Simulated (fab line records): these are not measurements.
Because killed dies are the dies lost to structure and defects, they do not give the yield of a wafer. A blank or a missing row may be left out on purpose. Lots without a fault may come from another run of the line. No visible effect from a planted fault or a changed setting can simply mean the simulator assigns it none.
fab line records	flow sky130
record: lots: 5	wafers: 15	lastDay: 48
route steps=708 shown VIA1@471 METAL2@483 VIA2@507 VIA3@576 PAD_OPEN@708
lots that met no fault: taken from a fault-free run of the same line
startH: start of the lot's first displayed wafer, in hours after the record's first day	waitH: time in hours since the lot's previous step	" same as the row above	L1.1+2: a row that stands for several wafers	- no value present, or no start provided	* or withheld: withheld	< > ~ a bound
route shown NAME@n: a module of which the file shows steps, and the number in the route of the first	usual: mean and standard deviation over wafers with no fault	same: alike in all rows	chamber/n: place in a boat	sites: per-site readings	_std_site: how widely they spread, as a standard deviation	_edge_site: the outer-site mean with the inner-site mean subtracted	radiusMm: how far each site lies from the wafer's centre	mask NAME#n: copy n	behind: the last tool/chamber to shape the wafer	hold: what put the lot on hold/how long, in hours/how the hold closed	device: the transistor (n, p or np) that didn't switch	end of line: the same wafers' tests at the end of the route	a step given without rows: its recipe and nothing more	killed: count of dies lost to structure and defects at first sort (not the wafer's yield)	map: per-die view of a wafer (x killed, . not killed, _ where there is no die)
set.NAME: setting as actually run; set.NAME@STEP: the setting as run at that earlier step	model.NAME: the simulator's own value behind a step, which no gauge read
certain route steps with their lots: each step a table, each wafer a row
services: the hour from which a tool's chamber was out of use, counted from the record's first day as startH (under 0 if before that day), plus the number of hours and why
== steps ==
step: SKY_VIA1_OVL_MEAS_13
usual: VIA1_OVL: 1/5.7
lot.wafer	tool	chamber	startH	waitH	VIA1_OVL[nm]
L862.1	overlay-01	-	848.99	0.1	-6
L862.2	"	-	"	"	2
L862.3	"	-	"	"	-6
L864.4	overlay-02	-	863.42	0.1	3
L864.5	"	-	"	"	1
L864.6	"	-	"	"	-4
L865.1	overlay-01	-	870.24	0.1	4
L865.2	"	-	"	"	-3
L865.4	"	-	"	"	-5
L866.3	overlay-02	-	880.12	0.1	-3
L866.4	"	-	"	"	-4
L866.6	"	-	"	"	-3
L869.1	overlay-02	-	904.40	0.1	1
L869.3	"	-	"	"	-1
L869.5	"	-	"	"	0
step: SKY_VIA1_ETCH_14
recipe: chemistry: N2/H2	target: BARC	ionEnergyEv: 200	sourceW: 500	biasW: 100	pressureMtorr: 30	n2FlowSccm: 100	h2FlowSccm: 200	stopOn: SiO2	timeS: 45.9	targetDepthA: 600
step: SKY_VIA1_ETCH_15
recipe: target: SiO2	chemistry: C4F8/O2/Ar	targetDepthNm: 351	stopOn: TiN	maskMaterial: KrF-thick	sourceW: 1500	biasW: 1200	pressureMtorr: 40	c4f8FlowSccm: withheld	O2_flow_sccm: 6	Ar_flow_sccm: 300	timeS: 54
usual: chamberPressureMTorr: 40.00/0.036	oesProductAu: 0.981/0.0054	rfFwdPowerW: 1487/5.1
lot.wafer	tool	chamber	startH	waitH	chamberPressureMTorr	oesProductAu	rfFwdPowerW	rfHoursCounterH
L862.1	rieDiel-02	2	849.07	0.0	40.06	0.970	1484	3
L862.2	"	1	"	"	40.02	0.988	1488	8
L862.3	"	3	"	"	39.96	0.971	1488	12
L864.4	rieDiel-02	1	863.50	0.0	39.97	0.989	1481	-
L864.5	"	2	"	"	40.01	0.983	1489	-
L864.6	"	3	"	"	39.92	0.979	1489	-
L865.1	rieDiel-02	3	870.32	0.0	39.96	0.985	1495	13
L865.2	"	2	"	"	39.97	0.985	1483	4
L865.4	"	0	"	"	40.02	0.985	1491	22
L866.3	rieDiel-03	1	880.19	0.0	40.04	0.977	1495	20
L866.4	"	1	"	"	40.00	0.980	1493	-
L866.6	"	0	"	"	40.02	0.989	1483	-
L869.1	rieDiel-04	3	904.48	0.0	40.03	0.969	1483	10
L869.3	"	1	"	"	39.99	0.980	1487	20
L869.5	"	3	"	"	40.02	0.978	1482	-
step: SKY_VIA1_STRIP_16
recipe: chemistry: O2/N2	powerW: 1400	pressureMtorr: 1500	platenTempC: withheld	o2FlowSccm: 3000	n2FlowSccm: 300	overashFraction: 0.5
usual: chamberPressureMTorr: 1500.1/1.4	drypumpMotorCurrentA: 5.67/0.18	oesProductAu: 0.417/0.0047	stripTimeToEndpointS: 4.470/0.019
lot.wafer	tool	chamber	startH	waitH	chamberPressureMTorr	drypumpMotorCurrentA	oesProductAu	rfHoursCounterH	stripTimeToEndpointS
L862.1	plasmaAsher-03	0	849.12	0.0	1501.1	5.88	0.406	10	4.466
L862.2	"	1	"	"	1498.6	5.42	0.415	10	4.458
L862.3	"	0	"	"	1501.1	5.90	0.415	-	4.437
L864.4	plasmaAsher-01	1	863.56	0.0	1498.3	5.76	0.415	-	4.479
L864.5	"	1	"	"	1501.3	5.74	0.414	-	4.467
L864.6	"	0	"	"	1499.9	5.50	0.412	-	4.478
L865.1	plasmaAsher-03	1	870.36	0.0	1501.6	5.38	0.416	12	4.455
L865.2	"	0	"	"	1497.9	5.86	0.411	12	4.455
L865.4	"	0	"	"	1497.0	5.87	0.420	-	4.445
L866.3	plasmaAsher-04	1	880.27	0.1	1499.7	5.84	0.418	-	4.476
L866.4	"	0	"	"	1500.2	5.75	0.421	-	4.474
L866.6	"	1	"	"	1500.9	5.86	0.417	-	4.451
L869.1	plasmaAsher-03	0	904.53	0.0	1500.8	5.83	0.428	16	4.489
L869.3	"	1	"	"	1499.8	5.44	0.419	-	4.462
L869.5	"	0	"	"	1500.3	5.81	0.419	-	4.478
step: SKY_VIA1_STRIP_17
recipe: chemistry: postEtchResidueRemover	timeS: 1200	tempC: 72.5
step: SKY_VIA1_CLEAN_18
recipe: chemistry: IPA	timeS: 180	tempC: 25
step: SKY_VIA1_CLEAN_19
recipe: chemistry: O3/DIW	dry: n2Spin
step: SKY_VIA1_SPUTTER_20
recipe: material: TiN	targetThkNm: 20	chamberPressurePa: 5	powerW: 4000	timeS: 80
step: SKY_VIA1_CVD_21
recipe: material: W	targetThkNm: 270	timeS: 80.902	tempC: 400	pressureTorr: 40
step: SKY_VIA1_RS_MEAS_22
recipe: thkMeasGauge: four-point-probe	reads: W_of_VIA1_CVD_21+TiN_of_VIA1_SPUTTER_20
usual: VIA1_W_RS: 0.427/0.0038
lot.wafer	tool	chamber	startH	waitH	VIA1_W_RS[ohm/sq]
L862.1	filmMetro-01	-	849.87	0.1	0.429
L862.2	"	-	"	"	0.427
L862.3	"	-	"	"	0.427
L864.4	filmMetro-03	-	864.69	0.1	0.429
L864.5	"	-	"	"	0.426
L864.6	"	-	"	"	0.430
L865.1	filmMetro-01	-	871.23	0.1	0.427
L865.2	"	-	"	"	0.429
L865.4	"	-	"	"	0.428
L866.3	filmMetro-02	-	881.02	0.1	0.432
L866.4	"	-	"	"	0.433
L866.6	"	-	"	"	0.431
L869.1	filmMetro-03	-	905.37	0.1	0.430
L869.3	"	-	"	"	0.424
L869.5	"	-	"	"	0.429
step: SKY_VIA1_THK_MEAS_23
recipe: thkMeasGauge: xrf	reads: W_of_VIA1_CVD_21
usual: VIA1_W_THK: 268/3.5
lot.wafer	tool	chamber	startH	waitH	VIA1_W_THK[nm]
L862.1	filmMetro-01	-	849.99	0.1	264
L862.2	"	-	"	"	265
L862.3	"	-	"	"	265
L864.4	filmMetro-03	-	864.78	0.1	267
L864.5	"	-	"	"	269
L864.6	"	-	"	"	266
L865.1	filmMetro-01	-	871.35	0.1	263
L865.2	"	-	"	"	264
L865.4	"	-	"	"	263
L866.3	filmMetro-02	-	881.12	0.1	266
L866.4	"	-	"	"	266
L866.6	"	-	"	"	267
L869.1	filmMetro-03	-	905.49	0.1	266
L869.3	"	-	"	"	271
L869.5	"	-	"	"	265
step: SKY_VIA1_CMP_24
recipe: stopOn: SiO2	tOverpolishS: 15	downForcePsi: 3.5	platenRpm: 60	targetThkNm: 0	padVelocityMS: 0.94248
step: SKY_METAL2_SPUTTER_00
recipe: material: Ti	targetThkNm: 15	powerW: 3000	timeS: 10	chamberPressurePa: 0.4
usual: throttleValvePct: 30.1/0.7
lot.wafer	tool	chamber	startH	waitH	throttleValvePct	model.Ti_of_METAL2_SPUTTER_00.thkNm
L862.1	pvdSputter-01	-	850.35	0.2	29.8	15.12
L862.2	"	-	"	"	30.9	15
L862.3	"	-	"	"	30.0	15.16
L864.4	pvdSputter-03	-	865.12	0.1	29.8	15.37
L864.5	"	-	"	"	30.2	15.36
L864.6	"	-	"	"	30.0	15.15
L865.1	pvdSputter-03	-	871.71	0.2	30.3	14.77
L865.2	"	-	"	"	29.7	14.9
L865.4	"	-	"	"	30.5	14.81
L866.3	pvdSputter-03	-	881.46	0.1	30.4	15.1
L866.4	"	-	"	"	29.4	15.1
L866.6	"	-	"	"	29.9	15.02
L869.1	pvdSputter-03	-	905.85	0.1	29.5	11.75
L869.3	"	-	"	"	31.1	11.65
L869.5	"	-	"	"	29.6	11.89
step: SKY_METAL2_SPUTTER_01
recipe: material: TiN	targetThkNm: 20	powerW: 6500	timeS: 16.7	chamberPressurePa: 0.4
usual: throttleValvePct: 30.2/0.71
lot.wafer	tool	chamber	startH	waitH	throttleValvePct
L862.1	pvdSputter-01	-	850.37	0.0	29.5
L862.2	"	-	"	"	30.6
L862.3	"	-	"	"	29.8
L864.4	pvdSputter-03	-	865.14	0.0	29.9
L864.5	"	-	"	"	30.2
L864.6	"	-	"	"	30.4
L865.1	pvdSputter-03	-	871.74	0.0	30.0
L865.2	"	-	"	"	29.7
L865.4	"	-	"	"	30.1
L866.3	pvdSputter-03	-	881.48	0.0	30.3
L866.4	"	-	"	"	29.5
L866.6	"	-	"	"	29.9
L869.1	pvdSputter-03	-	905.87	0.0	29.9
L869.3	"	-	"	"	31.0
L869.5	"	-	"	"	29.5
step: SKY_METAL2_SPUTTER_02
recipe: material: AlCu	targetThkNm: 250	powerW: 10600	timeS: 13.3	chamberPressurePa: 0.4
step: SKY_METAL2_SPUTTER_03
recipe: material: Ti	targetThkNm: 5	powerW: 3000	timeS: 3.3	chamberPressurePa: 0.4
step: SKY_METAL2_SPUTTER_04
recipe: material: TiN	targetThkNm: 70	powerW: 6500	timeS: 58.3	chamberPressurePa: 0.4
usual: throttleValvePct: 30.2/0.67
lot.wafer	tool	chamber	startH	waitH	throttleValvePct
L862.1	pvdSputter-01	-	850.44	0.0	29.9
L862.2	"	-	"	"	30.8
L862.3	"	-	"	"	30.1
L864.4	pvdSputter-03	-	865.22	0.0	29.8
L864.5	"	-	"	"	30.1
L864.6	"	-	"	"	30.3
L865.1	pvdSputter-03	-	871.81	0.0	30.0
L865.2	"	-	"	"	29.7
L865.4	"	-	"	"	30.2
L866.3	pvdSputter-03	-	881.55	0.0	30.1
L866.4	"	-	"	"	29.6
L866.6	"	-	"	"	29.8
L869.1	pvdSputter-03	-	905.94	0.0	29.7
L869.3	"	-	"	"	30.7
L869.5	"	-	"	"	29.7
step: SKY_METAL2_RS_MEAS_05
recipe: thkMeasGauge: four-point-probe	reads: TiN_of_METAL2_SPUTTER_04+Ti_of_METAL2_SPUTTER_03+AlCu_of_METAL2_SPUTTER_02+TiN_of_METAL2_SPUTTER_01+Ti_of_METAL2_SPUTTER_00
usual: METAL2_ALCU_RS: 0.1270/0.00096
lot.wafer	tool	chamber	startH	waitH	METAL2_ALCU_RS[ohm/sq]
L862.1	filmMetro-04	-	850.49	0.0	0.1283
L862.2	"	-	"	"	0.1272
L862.3	"	-	"	"	0.1262
L864.4	filmMetro-02	-	865.31	0.1	0.1280
L864.5	"	-	"	"	0.1291
L864.6	"	-	"	"	0.1273
L865.1	filmMetro-01	-	871.87	0.0	0.1261
L865.2	"	-	"	"	0.1270
L865.4	"	-	"	"	0.1271
L866.3	filmMetro-01	-	881.64	0.1	0.1249
L866.4	"	-	"	"	0.1256
L866.6	"	-	"	"	0.1255
L869.1	filmMetro-04	-	905.98	0.0	0.1258
L869.3	"	-	"	"	0.1275
L869.5	"	-	"	"	0.1268
step: SKY_METAL2_THK_MEAS_06
recipe: thkMeasGauge: xrf	reads: AlCu_of_METAL2_SPUTTER_02
usual: METAL2_ALCU_THK: 246.9/2.1
lot.wafer	tool	chamber	startH	waitH	METAL2_ALCU_THK[nm]
L862.1	filmMetro-04	-	850.61	0.1	244.6
L862.2	"	-	"	"	247.3
L862.3	"	-	"	"	246.9
L864.4	filmMetro-02	-	865.40	0.1	244.6
L864.5	"	-	"	"	242.3
L864.6	"	-	"	"	246.6
L865.1	filmMetro-01	-	871.99	0.1	246.4
L865.2	"	-	"	"	246.7
L865.4	"	-	"	"	249.2
L866.3	filmMetro-01	-	881.74	0.1	253.1
L866.4	"	-	"	"	251.3
L866.6	"	-	"	"	249.8
L869.1	filmMetro-04	-	906.10	0.1	248.8
L869.3	"	-	"	"	245.2
L869.5	"	-	"	"	246.7
step: SKY_METAL2_DEHYDRATE_07
recipe: tempC: 200	timeS: 60
step: SKY_METAL2_HMDS_08
recipe: primeTimeS: 60	primeTempC: 120
step: SKY_METAL2_COAT_09
recipe: resist: BARC	tempC: withheld	timeS: withheld	spinRpm: 3000	resistThkNm: 60
step: SKY_METAL2_COAT_10
recipe: resist: KrF-thick	spinRpm: 3000	resistThkNm: 450
step: SKY_METAL2_SOFTBAKE_11
recipe: tempC: 100	timeS: 90	resist: KrF-thick
step: SKY_METAL2_EXPOSE_12
recipe: maskId: MM2	na: 0.8	sourceShape: annular	sigmaInner: 0.55	sigmaOuter: 0.85	targetCdNm: 140	doseMj: 28
step: SKY_METAL2_PEB_13
recipe: pebTempC: withheld	pebTimeS: withheld	resist: KrF-thick
step: SKY_METAL2_DEVELOP_14
recipe: developTimeS: 60	resist: KrF-thick	devTempC: 21
step: SKY_METAL2_CD_MEAS_15
recipe: targetCdNm: 140
usual: cdNm: 140.2/1.3
lot.wafer	tool	chamber	startH	waitH	cdNm
L862.1	cdSem-02	-	876.42	-	140.5
L862.2	"	-	"	"	140.9
L862.3	"	-	"	"	139.4
L864.4	cdSem-01	-	891.13	-	139.7
L864.5	"	-	"	"	140.3
L864.6	"	-	"	"	140.6
L865.1	cdSem-02	-	897.02	-	139.2
L865.2	"	-	"	"	140.6
L865.4	"	-	"	"	139.8
L866.3	cdSem-01	-	907.46	-	141.1
L866.4	"	-	"	"	139.7
L866.6	"	-	"	"	139.7
L869.1	cdSem-02	-	930.77	-	137.4
L869.3	"	-	"	"	138.2
L869.5	"	-	"	"	138.3
step: SKY_METAL2_OVL_MEAS_16
usual: METAL2_OVL: 0/5.1
lot.wafer	tool	chamber	startH	waitH	METAL2_OVL[nm]
L862.1	overlay-02	-	876.54	0.1	4
L862.2	"	-	"	"	-4
L862.3	"	-	"	"	6
L864.4	overlay-01	-	891.21	0.1	0
L864.5	"	-	"	"	-8
L864.6	"	-	"	"	4
L865.1	overlay-01	-	897.14	0.1	6
L865.2	"	-	"	"	9
L865.4	"	-	"	"	-1
L866.3	overlay-01	-	907.56	0.1	0
L866.4	"	-	"	"	0
L866.6	"	-	"	"	-3
L869.1	overlay-02	-	930.89	0.1	3
L869.3	"	-	"	"	3
L869.5	"	-	"	"	5
step: SKY_METAL2_DESCUM_17
recipe: chemistry: O2	sourcePowerW: 150	biasPowerW: 0	pressureMtorr: 10	tempC: 40	timeS: 8
step: SKY_METAL2_ETCH_18
recipe: chemistry: N2/H2	target: BARC	ionEnergyEv: 200	biasW: 100	pressureMtorr: 30	n2FlowSccm: 100	h2FlowSccm: 200	icpW: 500	stopOn: SiO2	timeS: 45.9	targetDepthA: 600
step: SKY_METAL2_METAL_ETCH_19
recipe: targetDepthA: 3600	stopOn: SiO2	overEtchFrac: 0.3	timeS: 78	chemistry: Cl2/BCl3	resistSidewallDeg: 88	pressureMtorr: 10	icpW: 900	biasW: 48.5	Cl2_flow_sccm: 60	bcl3FlowSccm: 30
usual: chamberPressureMTorr: 10.000/0.0091	drypumpMotorCurrentA: 5.7/0.42	oesProductAu: 0.854/0.0052	rfFwdPowerW: 895/3	throttleValvePct: 22.264/0.0089
lot.wafer	tool	chamber	startH	waitH	chamberPressureMTorr	drypumpMotorCurrentA	oesProductAu	rfFwdPowerW	rfHoursCounterH	throttleValvePct
L862.1	rieMetal-04	1	876.67	0.0	9.996	5.3	0.852	895	6	22.265
L862.2	"	0	"	"	9.990	6.4	0.851	893	2	22.249
L862.3	"	1	"	"	10.003	5.3	0.853	893	-	22.264
L864.4	rieMetal-04	1	891.35	0.1	9.992	5.3	0.861	897	-	22.259
L864.5	"	1	"	"	10.005	5.3	0.847	894	-	22.279
L864.6	"	0	"	"	10.001	6.3	0.848	896	-	22.258
L865.1	rieMetal-03	1	897.27	0.0	9.985	5.7	0.852	896	2	22.274
L865.2	"	0	"	"	10.022	5.5	0.849	897	19	22.270
L865.4	"	0	"	"	9.994	5.5	0.854	896	-	22.258
L866.3	rieMetal-01	1	907.70	0.1	10.005	5.7	0.858	899	-	22.270
L866.4	"	0	"	"	9.997	5.3	0.855	896	-	22.258
L866.6	"	1	"	"	9.991	5.7	0.856	895	-	22.265
L869.1	rieMetal-01	1	931.02	0.0	9.984	5.7	0.857	891	17	22.261
L869.3	"	0	"	"	10.002	5.3	0.850	893	-	22.262
L869.5	"	1	"	"	9.984	5.7	0.850	889	-	22.264
step: SKY_METAL2_STRIP_20
recipe: chemistry: O2/N2	powerW: 1400	pressureMtorr: 1500	platenTempC: withheld	o2FlowSccm: 3000	n2FlowSccm: 300	overashFraction: 0.5
step: SKY_METAL2_STRIP_21
recipe: chemistry: postEtchResidueRemover	timeS: 1200	tempC: 72.5
step: SKY_METAL2_CLEAN_22
recipe: chemistry: IPA	timeS: 180	tempC: 25
step: SKY_METAL2_CLEAN_23
recipe: chemistry: O3/DIW	dry: n2Spin
step: SKY_VIA2_HDPCVD_00
recipe: material: SiO2	targetThkNm: 1180	sigmaOpenFrac: 0.3	timeS: 196.7	tempC: 400	sih4FlowSccm: 60	pressureMtorr: 6
step: SKY_VIA2_THK_MEAS_01
recipe: reads: SiO2_of_VIA2_HDPCVD_00
usual: VIA2_HDPCVD_THK: 1182/11
lot.wafer	tool	chamber	startH	waitH	VIA2_HDPCVD_THK[nm]
L862.1	filmMetro-01	-	877.49	0.1	1166
L862.2	"	-	"	"	1166
L862.3	"	-	"	"	1172
L864.4	filmMetro-03	-	892.16	0.0	1181
L864.5	"	-	"	"	1171
L864.6	"	-	"	"	1184
L865.1	filmMetro-01	-	898.08	0.1	1183
L865.2	"	-	"	"	1186
L865.4	"	-	"	"	1179
L866.3	filmMetro-01	-	908.50	0.1	1182
L866.4	"	-	"	"	1178
L866.6	"	-	"	"	1183
L869.1	filmMetro-04	-	931.86	0.1	1193
L869.3	"	-	"	"	1175
L869.5	"	-	"	"	1193
step: SKY_VIA2_CMP_02
recipe: material: SiO2	downForcePsi: 4	platenRpm: 60	padVelocityMS: 0.94248
step: SKY_VIA2_BOW_MEAS_03
recipe: mode: bow
usual: VIA2_BOW: 86/7.7
lot.wafer	tool	chamber	startH	waitH	VIA2_BOW[um]
L862.1	filmMetro-01	-	877.85	0.1	87
L862.2	"	-	"	"	78
L862.3	"	-	"	"	91
L864.4	filmMetro-04	-	892.55	0.3	97
L864.5	"	-	"	"	102
L864.6	"	-	"	"	93
L865.1	filmMetro-01	-	898.44	0.1	84
L865.2	"	-	"	"	89
L865.4	"	-	"	"	89
L866.3	filmMetro-01	-	908.88	0.1	85
L866.4	"	-	"	"	84
L866.6	"	-	"	"	84
L869.1	filmMetro-04	-	932.50	0.2	67
L869.3	"	-	"	"	84
L869.5	"	-	"	"	84
step: SKY_VIA2_DEHYDRATE_04
recipe: tempC: 200	timeS: 60
step: SKY_VIA2_HMDS_05
recipe: primeTimeS: 60	primeTempC: 120
step: SKY_VIA3_BOW_MEAS_03
recipe: mode: bow
usual: VIA3_BOW: 80/7.8
lot.wafer	tool	chamber	startH	waitH	hold	VIA3_BOW[um]
L862.1	filmMetro-02	-	956.88	0.1	-	80
L862.2	"	-	"	"	-	69
L862.3	"	-	"	"	-	82
L864.4	filmMetro-03	-	970.91	0.3	-	89
L864.5	"	-	"	"	-	95
L864.6	"	-	"	"	-	86
L865.1	filmMetro-02	-	976.83	0.2	-	78
L865.2	"	-	"	"	-	83
L865.4	"	-	"	"	-	82
L866.3	filmMetro-03	-	986.17	0.2	-	81
L866.4	"	-	"	"	-	80
L866.6	"	-	"	"	-	79
L869.1	filmMetro-01	-	1008.97	0.2	awaitDispo/0.2h/release	53
L869.3	"	-	"	"	awaitDispo/0.2h/release	71
L869.5	"	-	"	"	awaitDispo/0.2h/release	70
L869.1	filmMetro-01	-	1009.25	0.3	-	-
L869.3	"	-	"	"	-	-
L869.5	"	-	"	"	-	-
step: SKY_PAD_OPEN_PROBE_99
usual: defectLimitedYield: 82.5/2	killed_at_M0_to_M3: 44/7	killed_at_M4_up: 3.4/1.7	killedAtContacts: 24/4.9	killedAtFrontEnd: 15/4.5	killedAtOther: 0.4/0.61	killedDies: 86/9.7	killedOpen: 47/7.1	killedShort: 39/6.1	sort_bin_3_pad_short: 0.9/0.42	sort_bin_5_function: 10.4/1.4	sort_bin_6_memory: 6.2/1.2	sortNPass: 406/9.7	sortYieldPct: 82.5/2
same: grossDies: 492	killedAtBackSide: 0	sort_bin_4_leakage[%]: 0	sort_bin_8_speed[%]: 0
lot.wafer	tool	chamber	startH	waitH	defectLimitedYield[%]	killed_at_M0_to_M3	killed_at_M4_up	killedAtContacts	killedAtFrontEnd	killedAtOther	killedDies	killedOpen	killedShort	sort_bin_3_pad_short[%]	sort_bin_5_function[%]	sort_bin_6_memory[%]	sortNPass	sortYieldPct[%]
L864.4	prober-01	-	1132.40	0.2	82.9	48	3	13	19	1	84	46	38	0.4	10.2	6.5	408	82.9
L864.5	prober-01	-	1132.45	0.2	81.7	43	3	23	20	1	90	52	37	0.4	9.3	8.5	402	81.7
L864.6	prober-01	-	1132.50	0.2	83.1	43	3	31	6	0	83	55	28	0.6	10.2	6.1	409	83.1
L866.3	prober-01	-	1146.31	0.2	85.0	33	7	20	13	1	74	42	30	0.2	7.7	7.1	418	85.0
L866.4	prober-01	-	1146.36	0.2	83.7	43	5	23	9	0	80	42	38	1.0	10.2	5.1	412	83.7
L866.6	prober-01	-	1146.46	0.2	84.6	36	3	24	12	1	76	39	35	0.4	10.8	4.3	416	84.6
L869.1	prober-02	-	1162.85	0.1	86.6	32	1	22	11	0	66	41	25	0.6	8.5	4.3	426	86.6
L869.3	prober-02	-	1162.95	0.2	82.1	45	3	24	16	0	88	48	40	1.0	10.4	6.5	404	82.1
L869.5	prober-02	-	1163.05	0.2	81.3	46	2	19	23	2	92	37	53	1.6	9.6	7.5	400	81.3
killed by level:class
L864.4 VIA1:geometricParticle:open=18 VIA1:geometricParticle:short=8 FIELD_ISO:geometricParticle:short=5 CONTACT:geometricParticle:open=5 METAL1:geometricParticle:short=4 VIA3:geometricParticle:open=4 FIELD_ISO:geometricParticle:open=3 VIA2:geometricParticle:open=3
L864.5 CONTACT:geometricParticle:open=12 VIA1:geometricParticle:open=7 VIA3:geometricParticle:open=7 FIELD_ISO:geometricParticle:open=6 METAL2:geometricParticle:short=6 VIA2:geometricParticle:open=6 POLY_GATE:geometricParticle:open=5 CONTACT:geometricParticle:short=5
L864.6 CONTACT:geometricParticle:open=15 VIA3:geometricParticle:open=10 VIA1:geometricParticle:open=9 LI_CONTACT:geometricParticle:open=7 CONTACT:geometricParticle:short=7 VIA3:geometricParticle:short=7 VIA2:geometricParticle:open=7 VIA1:geometricParticle:short=4
L866.3 VIA3:geometricParticle:open=8 CONTACT:geometricParticle:open=8 VIA1:geometricParticle:open=7 FIELD_ISO:geometricParticle:open=4 VIA1:geometricParticle:short=4 LI_CONTACT:geometricParticle:open=4 VIA2:geometricParticle:open=4 METAL4:geometricParticle:short=4
L866.4 VIA1:geometricParticle:open=11 CONTACT:geometricParticle:open=9 VIA3:geometricParticle:open=8 METAL1:geometricParticle:short=7 CONTACT:geometricParticle:short=6 METAL4:geometricParticle:short=4 VIA1:geometricParticle:short=4 VIA2:geometricParticle:short=4
L866.6 VIA1:geometricParticle:open=10 CONTACT:geometricParticle:open=9 LI_CONTACT:geometricParticle:open=6 METAL2:geometricParticle:short=6 FIELD_ISO:geometricParticle:short=5 LOCAL_INTERCONNECT:geometricParticle:short=4 VIA1:geometricParticle:short=4 CONTACT:geometricParticle:short=3
L869.1 CONTACT:geometricParticle:open=10 VIA2:geometricParticle:open=8 LI_CONTACT:geometricParticle:open=7 VIA3:geometricParticle:open=7 METAL1:geometricParticle:short=6 SPACER:geometricParticle:short=4 VIA1:geometricParticle:open=4 FIELD_ISO:geometricParticle:open=3
L869.3 CONTACT:geometricParticle:open=12 VIA1:geometricParticle:open=10 METAL3:geometricParticle:short=8 METAL1:geometricParticle:short=6 FIELD_ISO:geometricParticle:open=5 METAL2:geometricParticle:short=5 VIA2:geometricParticle:open=5 FIELD_ISO:geometricParticle:short=4
L869.5 METAL1:geometricParticle:short=12 FIELD_ISO:geometricParticle:short=10 VIA1:geometricParticle:open=7 METAL2:geometricParticle:short=7 VIA2:geometricParticle:open=7 CONTACT:geometricParticle:open=6 FIELD_ISO:geometricParticle:open=5 CONTACT:geometricParticle:short=5
== services ==
tool	chamber	startH	hours	kind
rieDiel-02	0	836.78	28.9	repair
rieMetal-01	-	837.81	1.2	repair
rieDiel-02	-	842.66	2.6	repair
pvdSputter-03	0	856.74	-	consumableReplace:kit
pvdSputter-03	0	856.74	18.0	scheduledDown
pvdSputter-03	0	856.74	18.0	ventCycle
pvdSputter-03	-	858.00	2.0	repair
plasmaAsher-04	-	860.76	4.6	repair
rieDiel-03	3	879.25	3.4	repair
rieDiel-03	-	893.42	2.8	pm
plasmaAsher-04	-	899.08	2.8	pm
pvdSputter-03	-	911.76	4.0	repair
plasmaAsher-01	-	919.90	4.3	pm
rieMetal-03	0	921.12	-	clean
rieMetal-03	0	921.12	22.3	scheduledDown
rieMetal-03	0	921.12	22.3	ventCycle
== key ==
firstSign none at tools or gauges
modelEffect: step: SKY_METAL2_SPUTTER_00	value: Ti_of_METAL2_SPUTTER_00.thkNm	without: 15.04	struck: 11.76
metAt SKY_METAL2_SPUTTER_00
struckWafers L869.1,L869.3,L869.5
onsetBetween 881.46 905.85
alsoFits time
fault: kind: processParameterDrift	tool: pvdSputter-03	chamber: -	onsetH: 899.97	steps: SKY_METAL2_SPUTTER_00	channel: targetThkNm	offset: -3.2801	shape: step	endH: 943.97	actsIn: theseRecipesOnly	stated: 15
